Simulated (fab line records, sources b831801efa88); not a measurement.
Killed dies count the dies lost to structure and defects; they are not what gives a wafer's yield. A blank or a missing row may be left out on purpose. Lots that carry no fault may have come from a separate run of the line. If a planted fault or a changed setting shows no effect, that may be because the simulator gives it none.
A struck lot beside a sound one ; flow sky130 ; 15 out of 708 route steps
Sound: these wafers, L510.3, L510.4, L510.6. Struck: wafers L518.2, L518.3, L518.6. At the end, the cause is stated.
Per side, at each step with rows, come the tool, then ch with its chambers, and then its first start. Under that, the readings that differ: sound wafers ; struck wafers ; difference of the means ; sigmas: that difference in standard deviations of wafers without a fault.
alike: same words and numbers on both sides, and readings whose means sit less than 2 such deviations apart. not compared: any withheld reading, any reading some wafer has no value for, any bound like >300 that may hide the same value, and any number with overlapping values for which the record gives no deviation.
A row with sigmas, a row that says differs or no value, or rows on one side alone: a step with any of these is where the two part. Numbers that don't overlap but have no deviation are shown without sigmas and don't part them. Lack of a reading on every wafer of one side parts them only where that side has two or more wafers.

first, 2 steps without rows for these wafers: SKY_METAL2_CLEAN_23 (cleans in O3/DIW); SKY_VIA2_HDPCVD_00 (deposits SiO2, target thk 1180 nm, time 196.7 s).
SKY_VIA2_THK_MEAS_01:
  sound on filmMetro-02, day 36 06:38; struck on filmMetro-02, day 38 20:20
  alike: VIA2_HDPCVD_THK
SKY_VIA2_CMP_02: polishes SiO2.
  sound on cmp-01 ch 0,1,2, day 36 06:47; struck on cmp-02 ch 0,1,2, day 38 20:37
  alike: motorCurrentA
SKY_VIA2_BOW_MEAS_03:
  sound on filmMetro-02, day 36 07:01; struck on filmMetro-03, day 38 20:56
  alike: VIA2_BOW
then, 7 steps without rows for these wafers: SKY_VIA2_DEHYDRATE_04 (time 60 s); SKY_VIA2_HMDS_05 (prime time 60 s); SKY_VIA2_COAT_06 (resist thk 60 nm); SKY_VIA2_COAT_07 (resist thk 450 nm); SKY_VIA2_SOFTBAKE_08 (time 90 s); SKY_VIA2_EXPOSE_09 (exposes mask VIM2, target cd 200 nm); SKY_VIA2_PEB_10.
SKY_VIA2_DEVELOP_11: develop time 60 s.
  sound on lithoTrack-04 ch 0, day 37 09:00; struck on lithoTrack-03 ch 0, day 39 21:00
reading;sound;struck;difference;sigmas
developerTempC (C);20.91 20.78 20.88;21.82 22.00 21.80;+1.02;+9
SKY_VIA2_CD_MEAS_12: the cd target is 200 nm.
  sound on cdSem-01, day 37 09:47; struck on cdSem-02, day 39 21:55
  alike: cdNm
SKY_PAD_OPEN_PROBE_99:
  the record has rows for the sound wafers here (prober-01, day 46 16:28) and none for the struck ones

WHERE THEY PART
First at SKY_VIA2_DEVELOP_11; last, within this record, at SKY_PAD_OPEN_PROBE_99.

WHY: what had been put in by the simulator
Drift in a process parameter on lithoTrack-03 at SKY_VIA2_DEVELOP_11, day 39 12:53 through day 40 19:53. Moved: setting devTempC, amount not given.
